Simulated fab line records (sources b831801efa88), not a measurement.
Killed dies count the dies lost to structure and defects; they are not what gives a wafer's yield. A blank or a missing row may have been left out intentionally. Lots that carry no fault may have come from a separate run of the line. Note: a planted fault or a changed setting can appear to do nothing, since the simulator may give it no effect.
One fault seen from 2 desks + flow sfqLine + what lay behind the numbers comes last; until then each desk has only its own

== THE TOOL OWNER'S DESK: rieMetal-02 ==
The tool's own readings at SFQ_TRILAYER_M3_ETCH_METAL_ETCH_078 (etches Nb in Cl2/Ar, stops on SiO2, target depth 240 nm, time 120 s): means of the sampled wafers that have a number, for each lot that ran on this tool. A lot is out of limits, marked OUT, if its mean lies more than 4 standard deviations from the usual mean; the brackets give that distance.
Columns: A = biasW at SFQ_TRILAYER_M3_ETCH_METAL_ETCH_078, usual 80.00 W; B = drypumpMotorCurrentA at SFQ_TRILAYER_M3_ETCH_METAL_ETCH_078, usual 5.59 A; C = oesProductAu at SFQ_TRILAYER_M3_ETCH_METAL_ETCH_078, usual 0.896 a.u.; D = runLengthS at SFQ_TRILAYER_M3_ETCH_METAL_ETCH_078, usual 148.4 s
| lot  | first seen here | A     | B    | C     | D                |
|------|-----------------|-------|------|-------|------------------|
| L787 | day 48 14:30    | 79.92 | 5.85 | 0.892 | 147.9            |
| L790 | day 49 07:46    | 80.12 | 5.86 | 0.917 | 145.4 (-5.1) OUT |
| L791 | day 49 14:58    | 80.00 | 5.86 | 0.922 | 145.3 (-5.3) OUT |
This desk's finding: out of limits on L790, L791; first on L790, day 49 07:46 (runLengthS at SFQ_TRILAYER_M3_ETCH_METAL_ETCH_078). In limits: L787.

== FROM THE METROLOGY DESK ==
Lot by lot, what the gauges showed, no matter which tool ran the lot: averages of those sampled wafers that carry a number. A lot is out of limits, marked OUT, if its mean lies more than 4 standard deviations from the usual mean; the brackets give that distance.
Columns: A = M3_NB_RS at SFQ_M3_RS_MEAS_919, usual 0.885 ohm/sq; B = M3_OVL at SFQ_M3_OVL_MEAS_921, usual 1 nm
| lot  | first seen here | A     | B  |
|------|-----------------|-------|----|
| L778 | day 38 08:50    | 0.886 | 1  |
| L783 | day 40 16:11    | 0.888 | -3 |
| L787 | day 42 22:14    | 0.896 | 1  |
| L790 | day 43 18:25    | 0.885 | 1  |
| L791 | day 44 04:13    | 0.874 | 3  |
| L793 | day 44 23:58    | 0.876 | 8  |
This desk's verdict: no lot among the 6 shows anything out of limits.

== ALL TOGETHER ==
The tool owner's desk could have raised an alarm at day 49 07:46, on L790, L791.
Nothing out of limits was seen by the metrology desk.
The metrology desk holds a record of L790, L791, inside its limits.
Of the lots named, all ran SFQ_TRILAYER_M3_ETCH_METAL_ETCH_078 on rieMetal-02.

== WHAT WAS PUT IN BY THE SIMULATOR ==
rieMetal-02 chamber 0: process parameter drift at SFQ_TRILAYER_M3_ETCH_METAL_ETCH_078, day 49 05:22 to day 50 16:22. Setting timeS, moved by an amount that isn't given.
Shown lots that were struck: L790, L791.
Hours from the fault's start to each desk's first reading out of limits: the tool owner's desk, 2.
